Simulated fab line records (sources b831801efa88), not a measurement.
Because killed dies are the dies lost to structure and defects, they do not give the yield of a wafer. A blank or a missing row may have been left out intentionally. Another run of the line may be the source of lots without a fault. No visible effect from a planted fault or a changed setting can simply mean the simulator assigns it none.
fab line records ; flow sky130
record: lots: 7; wafers: 21; last_day: 50
route steps=708 shown LOCAL_INTERCONNECT@394 CONTACT@406 PAD_OPEN@708
lots untouched by any fault: they come from a run of this same line in which no faults occurred
start_h: start of the lot's first displayed wafer, in hours after the record's first day ; wait_h: hours from the lot's prior step to this one ; " the same as in the row above ; L1.1+2: a row that stands for several wafers ; - no value, or no start given ; * or withheld: withheld ; < > ~ a bound
route shown NAME@n: NAME is a module with steps in the file, n the number in the route of the first one ; usual: mean/standard deviation of fault-free wafers ; same: alike in all rows ; chamber/n: place in a boat ; sites: readings site by site ; _std_site: the standard deviation of these ; _edge_site: mean of outer sites minus mean of inner sites ; radius_mm: how far each site lies from the wafer's centre ; mask NAME#n: copy n ; behind: the last tool/chamber to shape the wafer ; hold: why the lot was held/for how many hours/how that ended ; device: which transistor (n, p or np) failed to switch ; end of line: the same wafers' tests at the end of the route ; for a step that has no rows: nothing shown but its recipe ; killed: at the first sort, the dies lost to defects and structure; wafer yield is something else ; map: shows each die of a wafer: x if killed, . if not, _ if none is there
set.NAME: the setting as run; set.NAME@STEP: as run at that earlier step ; model.NAME: the simulator's own value behind a step, which no gauge read
lots seen at some steps along the route; tables by step, rows by wafer
services: a tool's chamber out of use, with start hour (start_h, from the record's first day; less than 0 if before it), hours out, and reason
== steps ==
step: SKY_LOCAL_INTERCONNECT_SOFTBAKE_07
recipe: temp_c: 100; time_s: 90; resist: KrF-thick
step: SKY_LOCAL_INTERCONNECT_EXPOSE_08
recipe: mask_id: LI1M; na: 0.8; source_shape: annular; sigma_inner: 0.55; sigma_outer: 0.85; target_cd_nm: 170; dose_mj: 28
step: SKY_LOCAL_INTERCONNECT_PEB_09
recipe: peb_temp_c: withheld; peb_time_s: withheld; resist: KrF-thick
step: SKY_LOCAL_INTERCONNECT_DEVELOP_10
recipe: develop_time_s: 60; resist: KrF-thick; dev_temp_c: 21
step: SKY_LOCAL_INTERCONNECT_CD_MEAS_11
recipe: target_cd_nm: 170
usual: cd_nm: 170.4/1.4
lot.wafer;tool;chamber;start_h;wait_h;cd_nm
L921.2;cd_sem-02;-;716.76;-;172.6
L921.3;cd_sem-02;-;716.76;-;171.4
L921.5;cd_sem-02;-;716.76;-;170.8
L920.1;cd_sem-02;-;721.85;-;171.8
L920.3;cd_sem-02;-;721.85;-;170.7
L920.4;cd_sem-02;-;721.85;-;170.0
L922.1;cd_sem-02;-;726.74;-;168.4
L922.4;cd_sem-02;-;726.74;-;168.3
L922.5;cd_sem-02;-;726.74;-;169.1
L923.4;cd_sem-01;-;729.85;-;171.8
L923.5;cd_sem-01;-;729.85;-;171.2
L923.6;cd_sem-01;-;729.85;-;172.1
L934.3;cd_sem-02;-;830.46;-;170.1
L934.4;cd_sem-02;-;830.46;-;169.8
L934.5;cd_sem-02;-;830.46;-;169.3
L935.1;cd_sem-02;-;833.57;-;170.6
L935.4;cd_sem-02;-;833.57;-;168.4
L935.5;cd_sem-02;-;833.57;-;170.1
L941.1;cd_sem-02;-;885.56;-;169.8
L941.4;cd_sem-02;-;885.56;-;169.1
L941.6;cd_sem-02;-;885.56;-;170.5
step: SKY_LOCAL_INTERCONNECT_OVL_MEAS_12
usual: LOCAL_INTERCONNECT_OVL: 2/5.7
lot.wafer;tool;chamber;start_h;wait_h;LOCAL_INTERCONNECT_OVL[nm]
L921.2;overlay-02;-;716.87;0.1;4
L921.3;overlay-02;-;716.87;0.1;12
L921.5;overlay-02;-;716.87;0.1;5
L920.1;overlay-02;-;721.97;0.1;12
L920.3;overlay-02;-;721.97;0.1;6
L920.4;overlay-02;-;721.97;0.1;6
L922.1;overlay-02;-;726.86;0.1;8
L922.4;overlay-02;-;726.86;0.1;7
L922.5;overlay-02;-;726.86;0.1;12
L923.4;overlay-02;-;729.93;0.1;8
L923.5;overlay-02;-;729.93;0.1;-1
L923.6;overlay-02;-;729.93;0.1;4
L934.3;overlay-01;-;830.56;0.1;-8
L934.4;overlay-01;-;830.56;0.1;7
L934.5;overlay-01;-;830.56;0.1;-6
L935.1;overlay-01;-;833.69;0.1;-9
L935.4;overlay-01;-;833.69;0.1;0
L935.5;overlay-01;-;833.69;0.1;-10
L941.1;overlay-02;-;885.68;0.1;1
L941.4;overlay-02;-;885.68;0.1;3
L941.6;overlay-02;-;885.68;0.1;6
step: SKY_LOCAL_INTERCONNECT_ETCH_13
recipe: chemistry: N2/H2; target: BARC; ion_energy_ev: 200; bias_w: 100; pressure_mtorr: 30; n2_flow_sccm: 100; h2_flow_sccm: 200; icp_w: 500; stop_on: SiO2; time_s: 45.9; target_depth_a: 600
usual: drypump_motor_current_A: 5.7/0.36; oes_product_au: 0.855/0.0045; throttle_valve_pct: 13.225/0.0084
lot.wafer;tool;chamber;start_h;wait_h;drypump_motor_current_A;oes_product_au;rf_hours_counter_h;throttle_valve_pct
L921.2;rie_metal-02;1;716.90;0.0;5.3;0.855;4;13.221
L921.3;rie_metal-02;0;716.90;0.0;5.4;0.850;-;13.204
L921.5;rie_metal-02;0;716.90;0.0;5.4;0.857;-;13.219
L920.1;rie_metal-03;1;722.01;0.0;6.3;0.857;1;13.230
L920.3;rie_metal-03;1;722.01;0.0;6.3;0.859;-;13.232
L920.4;rie_metal-03;1;722.01;0.0;6.3;0.851;-;13.222
L922.1;rie_metal-01;1;726.90;0.0;5.5;0.853;10;13.229
L922.4;rie_metal-01;1;726.90;0.0;5.5;0.858;-;13.227
L922.5;rie_metal-01;0;726.90;0.0;6.0;0.859;-;13.226
L923.4;rie_metal-03;1;730.01;0.1;6.3;0.860;-;13.230
L923.5;rie_metal-03;1;730.01;0.1;6.3;0.857;-;13.223
L923.6;rie_metal-03;1;730.01;0.1;6.3;0.854;-;13.214
L934.3;rie_metal-02;1;830.60;0.0;5.3;0.854;-;13.230
L934.4;rie_metal-02;0;830.60;0.0;5.4;0.856;-;13.219
L934.5;rie_metal-02;0;830.60;0.0;5.4;0.856;-;13.220
L935.1;rie_metal-01;1;833.73;0.0;5.5;0.850;15;13.236
L935.4;rie_metal-01;1;833.73;0.0;5.5;0.852;-;13.223
L935.5;rie_metal-01;1;833.73;0.0;5.5;0.850;-;13.225
L941.1;rie_metal-01;0;885.72;0.0;5.9;0.855;1;13.221
L941.4;rie_metal-01;0;885.72;0.0;5.9;0.858;-;13.214
L941.6;rie_metal-01;1;885.72;0.0;5.5;0.855;-;13.218
step: SKY_LOCAL_INTERCONNECT_METAL_ETCH_14
recipe: target_depth_nm: 110; stop_on: PSG; chemistry: Cl2/BCl3; target: TiN; resist_sidewall_deg: 88; pressure_mtorr: 10; icp_w: 900; bias_w: 48.5; Cl2_flow_sccm: 60; bcl3_flow_sccm: 30; time_s: 31.4
usual: drypump_motor_current_A: 5.7/0.35; oes_product_au: 0.947/0.0085; throttle_valve_pct: 21.898/0.011
lot.wafer;tool;chamber;start_h;wait_h;drypump_motor_current_A;oes_product_au;rf_hours_counter_h;throttle_valve_pct
L921.2;rie_metal-02;1;716.96;0.0;5.3;0.949;4;21.890
L921.3;rie_metal-02;0;716.96;0.0;5.4;0.939;-;21.908
L921.5;rie_metal-02;0;716.96;0.0;5.3;0.947;-;21.914
L920.1;rie_metal-03;1;722.13;0.1;6.3;0.938;1;21.895
L920.3;rie_metal-03;1;722.13;0.1;6.3;0.942;-;21.875
L920.4;rie_metal-03;1;722.13;0.1;6.3;0.945;-;21.898
L922.1;rie_metal-01;1;726.96;0.0;5.5;0.945;10;21.896
L922.4;rie_metal-01;1;726.96;0.0;5.5;0.957;-;21.887
L922.5;rie_metal-01;0;726.96;0.0;5.9;0.943;-;21.889
L923.4;rie_metal-03;1;730.13;0.1;6.3;0.942;-;21.897
L923.5;rie_metal-03;1;730.13;0.1;6.3;0.947;-;21.899
L923.6;rie_metal-03;1;730.13;0.1;6.3;0.933;-;21.907
L934.3;rie_metal-02;1;830.66;0.0;5.3;0.967;-;21.907
L934.4;rie_metal-02;0;830.66;0.0;5.4;0.938;-;21.892
L934.5;rie_metal-02;0;830.66;0.0;5.4;0.936;-;21.903
L935.1;rie_metal-01;1;833.85;0.1;5.5;0.940;15;21.896
L935.4;rie_metal-01;1;833.85;0.1;5.4;0.939;-;21.906
L935.5;rie_metal-01;1;833.85;0.1;5.4;0.946;-;21.904
L941.1;rie_metal-01;0;885.78;0.0;5.9;0.953;2;21.885
L941.4;rie_metal-01;0;885.78;0.0;5.9;0.956;-;21.881
L941.6;rie_metal-01;1;885.78;0.0;5.5;0.971;-;21.904
step: SKY_LOCAL_INTERCONNECT_STRIP_15
recipe: chemistry: O2/N2; power_w: 1400; pressure_mtorr: 1500; platen_temp_c: withheld; o2_flow_sccm: 3000; n2_flow_sccm: 300; overash_fraction: 0.5
usual: drypump_motor_current_A: 5.5/0.43; oes_product_au: 0.427/0.0047; strip_time_to_endpoint_s: 4.725/0.025
same: overash_fraction: 0.5
lot.wafer;tool;chamber;start_h;wait_h;drypump_motor_current_A;oes_product_au;rf_hours_counter_h;strip_time_to_endpoint_s
L921.2;plasma_asher-02;0;717.01;0.0;5.3;0.422;60;4.711
L921.3;plasma_asher-02;0;717.01;0.0;5.3;0.419;-;4.768
L921.5;plasma_asher-02;1;717.01;0.0;5.3;0.434;-;4.768
L920.1;plasma_asher-02;0;722.24;0.1;5.3;0.431;60;4.746
L920.3;plasma_asher-02;0;722.24;0.1;5.3;0.432;-;4.762
L920.4;plasma_asher-02;1;722.24;0.1;5.4;0.418;-;4.736
L922.1;plasma_asher-03;1;727.01;0.0;5.7;0.427;88;4.746
L922.4;plasma_asher-03;0;727.01;0.0;5.4;0.436;-;4.741
L922.5;plasma_asher-03;0;727.01;0.0;5.4;0.426;-;4.745
L923.4;plasma_asher-03;1;730.21;0.1;5.8;0.428;-;4.754
L923.5;plasma_asher-03;0;730.21;0.1;5.4;0.423;-;4.736
L923.6;plasma_asher-03;1;730.21;0.1;5.8;0.426;-;4.743
L934.3;plasma_asher-02;1;830.73;0.1;5.4;0.425;-;4.722
L934.4;plasma_asher-02;0;830.73;0.1;5.3;0.427;-;4.750
L934.5;plasma_asher-02;0;830.73;0.1;5.3;0.434;-;4.761
L935.1;plasma_asher-02;0;833.95;0.1;5.3;0.431;72;4.735
L935.4;plasma_asher-02;1;833.95;0.1;5.4;0.432;-;4.724
L935.5;plasma_asher-02;0;833.95;0.1;5.3;0.428;-;4.744
L941.1;plasma_asher-01;0;885.83;0.0;4.8;0.428;14;4.735
L941.4;plasma_asher-01;1;885.83;0.0;6.2;0.432;-;4.761
L941.6;plasma_asher-01;0;885.83;0.0;4.8;0.431;-;4.726
step: SKY_LOCAL_INTERCONNECT_STRIP_16
recipe: chemistry: post_etch_residue_remover; time_s: 1200; temp_c: 72.5
step: SKY_LOCAL_INTERCONNECT_CLEAN_17
recipe: chemistry: IPA; time_s: 180; temp_c: 25
step: SKY_LOCAL_INTERCONNECT_CLEAN_18
recipe: chemistry: O3/DIW; dry: n2_spin
step: SKY_CONTACT_CVD_00
recipe: material: Si3N4; target_thk_nm: 75; temp_c: 400; time_s: withheld; rf_w: 450
usual: heater_power_w: 697/130
lot.wafer;tool;chamber;start_h;wait_h;heater_power_w
L921.2;pecvd-03;1;717.60;0.0;675
L921.3;pecvd-03;0;717.60;0.0;964
L921.5;pecvd-03;1;717.60;0.0;648
L920.1;pecvd-03;2;722.83;0.0;716
L920.3;pecvd-03;1;722.83;0.0;651
L920.4;pecvd-03;2;722.83;0.0;720
L920.1;pecvd-03;2;723;-;732
L920.3;pecvd-03;1;723;-;658
L920.4;pecvd-03;2;723;-;742
L922.1;pecvd-04;2;727.60;0.0;731
L922.4;pecvd-04;0;727.60;0.0;803
L922.5;pecvd-04;1;727.60;0.0;791
L922.1;pecvd-04;2;727;-;712
L922.4;pecvd-04;0;727;-;793
L922.5;pecvd-04;1;727;-;803
L923.4;pecvd-01;1;730.79;0.0;494
L923.5;pecvd-01;2;730.79;0.0;557
L923.6;pecvd-01;0;730.79;0.0;835
L923.4;pecvd-01;1;730;-;489
L923.5;pecvd-01;2;730;-;560
L923.6;pecvd-01;0;730;-;849
L934.3;pecvd-04;0;831.31;0.0;743
L934.4;pecvd-04;2;831.31;0.0;801
L934.5;pecvd-04;2;831.31;0.0;784
L935.1;pecvd-03;0;834.55;0.0;848
L935.4;pecvd-03;0;834.55;0.0;845
L935.5;pecvd-03;1;834.55;0.0;676
L941.1;pecvd-04;0;886.43;0.0;710
L941.4;pecvd-04;2;886.43;0.0;821
L941.6;pecvd-04;0;886.43;0.0;727
step: SKY_CONTACT_THK_MEAS_01
recipe: reads: Si3N4_of_CONTACT_CVD_00
usual: CONTACT_CVD_00_THK: 74.6/1.2
lot.wafer;tool;chamber;start_h;wait_h;CONTACT_CVD_00_THK[nm]
L921.2;film_metro-01;-;717.65;-;73.4
L921.3;film_metro-01;-;717.65;-;74.1
L921.5;film_metro-01;-;717.65;-;74.2
L920.1;film_metro-01;-;723.06;-;148.3
L920.3;film_metro-01;-;723.06;-;147.8
L920.4;film_metro-01;-;723.06;-;150.6
L920.1;film_metro-01;-;723.29;0.2;148.4
L920.3;film_metro-01;-;723.29;0.2;147.8
L920.4;film_metro-01;-;723.29;0.2;150.7
L922.1;film_metro-01;-;727.84;-;150.1
L922.4;film_metro-01;-;727.84;-;151.0
L922.5;film_metro-01;-;727.84;-;151.1
L922.1;film_metro-01;-;728.06;0.2;150.0
L922.4;film_metro-01;-;728.06;0.2;151.0
L922.5;film_metro-01;-;728.06;0.2;151.0
L923.4;film_metro-01;-;731.04;-;151.0
L923.5;film_metro-01;-;731.04;-;153.4
L923.6;film_metro-01;-;731.04;-;152.5
L923.4;film_metro-01;-;731.26;0.2;151.2
L923.5;film_metro-01;-;731.26;0.2;153.4
L923.6;film_metro-01;-;731.26;0.2;152.5
L934.3;film_metro-01;-;831.37;-;74.3
L934.4;film_metro-01;-;831.37;-;75.3
L934.5;film_metro-01;-;831.37;-;75.5
L935.1;film_metro-01;-;834.58;-;73.1
L935.4;film_metro-01;-;834.58;-;74.4
L935.5;film_metro-01;-;834.58;-;74.9
L941.1;film_metro-02;-;886.47;-;74.6
L941.4;film_metro-02;-;886.47;-;75.8
L941.6;film_metro-02;-;886.47;-;75.3
step: SKY_PAD_OPEN_PROBE_99
usual: defect_limited_yield: 82.3/2; killed_at_M0_to_M3: 43/7; killed_at_M4_up: 3.5/1.9; killed_at_contacts: 24/5.3; killed_at_front_end: 15/4.4; killed_at_other: 0.3/0.69; killed_dies: 87/9.7; killed_open: 48/7; killed_short: 39/6.4; sort_bin_3_pad_short: 0.9/0.46; sort_bin_5_function: 10.5/1.4; sort_bin_6_memory: 6.3/1.2; sort_n_pass: 405/9.7; sort_yield_pct: 82.3/2
same: gross_dies: 492; killed_at_back_side: 0; sort_bin_4_leakage[%]: 0; sort_bin_8_speed[%]: 0
lot.wafer;tool;chamber;start_h;wait_h;defect_limited_yield[%];killed_at_M0_to_M3;killed_at_M4_up;killed_at_contacts;killed_at_front_end;killed_at_other;killed_dies;killed_open;killed_short;sort_bin_3_pad_short[%];sort_bin_5_function[%];sort_bin_6_memory[%];sort_n_pass;sort_yield_pct[%]
L921.2;prober-01;-;1082.67;0.1;80.3;45;3;36;12;1;97;60;36;0.2;14.2;5.3;395;80.3
L921.3;prober-01;-;1082.72;0.2;81.5;46;5;26;14;0;91;44;47;1.2;9.8;7.5;401;81.5
L921.5;prober-01;-;1082.82;0.2;83.1;40;2;21;17;3;83;43;37;1.0;8.5;7.3;409;83.1
L934.3;prober-01;-;1164.17;0.2;81.7;41;6;29;14;0;90;45;45;1.4;11.2;5.7;402;81.7
L934.4;prober-01;-;1164.22;0.2;80.7;49;9;22;15;0;95;52;42;0.8;11.2;7.3;397;80.7
L934.5;prober-01;-;1164.27;0.2;81.1;46;5;28;14;0;93;57;36;0.4;11.4;7.1;399;81.1
L935.1;prober-02;-;1168.87;0.1;81.9;49;2;23;15;0;89;42;46;0.4;9.8;7.9;403;81.9
L935.4;prober-02;-;1169.02;0.2;81.7;45;3;25;16;1;90;46;43;0.4;10.8;7.1;402;81.7
L935.5;prober-02;-;1169.07;0.2;83.1;49;3;17;14;0;83;37;46;1.6;10.2;5.1;409;83.1
L941.1;prober-01;-;1199.89;0.1;83.7;42;6;24;8;0;80;41;39;0.6;10.4;5.3;412;83.7
L941.4;prober-01;-;1200.04;0.2;83.3;44;2;24;12;0;82;44;38;0.6;10.2;5.9;410;83.3
L941.6;prober-01;-;1200.14;0.2;87.0;32;2;21;9;0;64;37;27;0.6;9.1;3.3;428;87.0
killed by level:class
L921.2 VIA1:geometric_particle:open=18 LI_CONTACT:geometric_particle:open=13 CONTACT:geometric_particle:open=12 CONTACT:geometric_particle:short=5 POLY_GATE:geometric_particle:short=5 VIA1:geometric_particle:short=5 LOCAL_INTERCONNECT:geometric_particle:short=4 METAL1:geometric_particle:short=4
L921.3 CONTACT:geometric_particle:open=12 METAL1:geometric_particle:short=9 VIA1:geometric_particle:open=6 METAL2:geometric_particle:short=6 LI_CONTACT:geometric_particle:open=5 VIA3:geometric_particle:open=5 CONTACT:geometric_particle:short=4 VIA1:geometric_particle:short=4
L921.5 VIA1:geometric_particle:short=8 VIA3:geometric_particle:open=8 LI_CONTACT:geometric_particle:open=7 CONTACT:geometric_particle:open=7 VIA2:geometric_particle:open=7 FIELD_ISO:geometric_particle:short=6 FIELD_ISO:geometric_particle:open=4 VIA1:geometric_particle:open=4
L934.3 CONTACT:geometric_particle:open=12 METAL1:geometric_particle:short=7 LI_CONTACT:geometric_particle:short=6 VIA1:geometric_particle:open=6 VIA2:geometric_particle:open=6 POLY_GATE:geometric_particle:open=5 CONTACT:geometric_particle:short=5 METAL2:geometric_particle:short=4
L934.4 CONTACT:geometric_particle:open=13 VIA2:geometric_particle:open=9 METAL2:geometric_particle:short=8 VIA1:geometric_particle:open=8 METAL1:geometric_particle:short=6 POLY_GATE:geometric_particle:short=5 VIA3:geometric_particle:open=5 METAL4:geometric_particle:short=5
L934.5 VIA1:geometric_particle:open=12 CONTACT:geometric_particle:open=11 LI_CONTACT:geometric_particle:open=8 VIA2:geometric_particle:open=7 FIELD_ISO:geometric_particle:open=6 CONTACT:geometric_particle:short=5 METAL1:geometric_particle:short=5 METAL2:geometric_particle:short=5
L935.1 VIA1:geometric_particle:open=11 METAL2:geometric_particle:short=8 CONTACT:geometric_particle:open=8 LOCAL_INTERCONNECT:geometric_particle:short=7 VIA2:geometric_particle:open=7 POLY_GATE:geometric_particle:short=6 VIA1:geometric_particle:short=5 VIA3:geometric_particle:short=5
L935.4 CONTACT:geometric_particle:open=13 VIA3:geometric_particle:open=9 VIA1:geometric_particle:open=9 METAL1:geometric_particle:short=9 CONTACT:geometric_particle:short=6 FIELD_ISO:geometric_particle:short=5 METAL2:geometric_particle:short=5 FIELD_ISO:geometric_particle:open=4
L935.5 VIA1:geometric_particle:open=10 VIA1:geometric_particle:short=9 CONTACT:geometric_particle:open=6 METAL2:geometric_particle:short=6 VIA3:geometric_particle:open=5 FIELD_ISO:geometric_particle:open=4 POLY_GATE:geometric_particle:short=4 CONTACT:geometric_particle:short=4
L941.1 CONTACT:geometric_particle:open=9 VIA1:geometric_particle:open=8 VIA3:geometric_particle:open=7 VIA1:geometric_particle:short=6 CONTACT:geometric_particle:short=6 VIA2:geometric_particle:open=6 LOCAL_INTERCONNECT:geometric_particle:short=5 METAL2:geometric_particle:short=5
L941.4 CONTACT:geometric_particle:open=8 VIA2:geometric_particle:open=8 VIA1:geometric_particle:short=7 LI_CONTACT:geometric_particle:open=7 METAL1:geometric_particle:short=7 VIA3:geometric_particle:open=6 VIA1:geometric_particle:open=5 FIELD_ISO:geometric_particle:open=4
L941.6 VIA2:geometric_particle:open=7 CONTACT:geometric_particle:open=6 VIA3:geometric_particle:open=5 LI_CONTACT:geometric_particle:open=4 CONTACT:geometric_particle:short=4 METAL1:geometric_particle:short=4 VIA3:geometric_particle:short=4 VIA1:geometric_particle:open=4
== services ==
tool;chamber;start_h;hours;kind
pecvd-01;-;693.52;0.4;repair
pecvd-04;1;693.93;5.5;scheduled_down
pecvd-01;0;695.78;31.8;repair
rie_metal-03;0;708.68;-;clean
rie_metal-03;0;708.68;28.0;scheduled_down
rie_metal-03;0;708.68;28.0;vent_cycle
rie_metal-02;-;721.68;1.4;pm
plasma_asher-03;-;733.12;14.6;pm
plasma_asher-01;-;733.75;9.0;pm
plasma_asher-02;-;742.75;2.8;pm
pecvd-04;0;754.70;-;clean
pecvd-04;0;754.70;29.5;scheduled_down
pecvd-04;0;754.70;29.5;vent_cycle
pecvd-01;0;758.20;4.7;repair
pecvd-04;2;760.44;3.8;repair
pecvd-04;0;802.67;2.1;scheduled_down
rie_metal-01;1;819.97;3.6;repair
rie_metal-01;0;828.44;-;clean
rie_metal-01;0;828.44;14.7;scheduled_down
rie_metal-01;0;828.44;14.7;vent_cycle
rie_metal-02;-;840.27;11.4;repair
rie_metal-03;0;840.89;1.6;repair
pecvd-04;-;874.58;2.8;pm
plasma_asher-03;-;885.57;15.6;repair
== key ==
first_sign: step: SKY_CONTACT_CVD_00; reading: visit; direction: added
effect: step: SKY_CONTACT_THK_MEAS_01; reading: visit; direction: added
effect: step: SKY_CONTACT_THK_MEAS_01; reading: CONTACT_CVD_00_THK; direction: up; sigmas: 66; usual: 74.6; struck: 150.7
met_at SKY_CONTACT_CVD_00
struck_wafers L920.1,L920.3,L920.4,L922.1,L922.4,L922.5,L923.4,L923.5,L923.6
scrapped_behind SKY_CONTACT_THK_MEAS_01 L920.1,L920.3,L920.4,L922.1,L922.4,L922.5,L923.4,L923.5,L923.6
fault: kind: repeated_step_whole; tool: pecvd-01,pecvd-03,pecvd-04; chamber: -; onset_h: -; steps: SKY_CONTACT_CVD_00; times: 1; scope: struck_lots_only
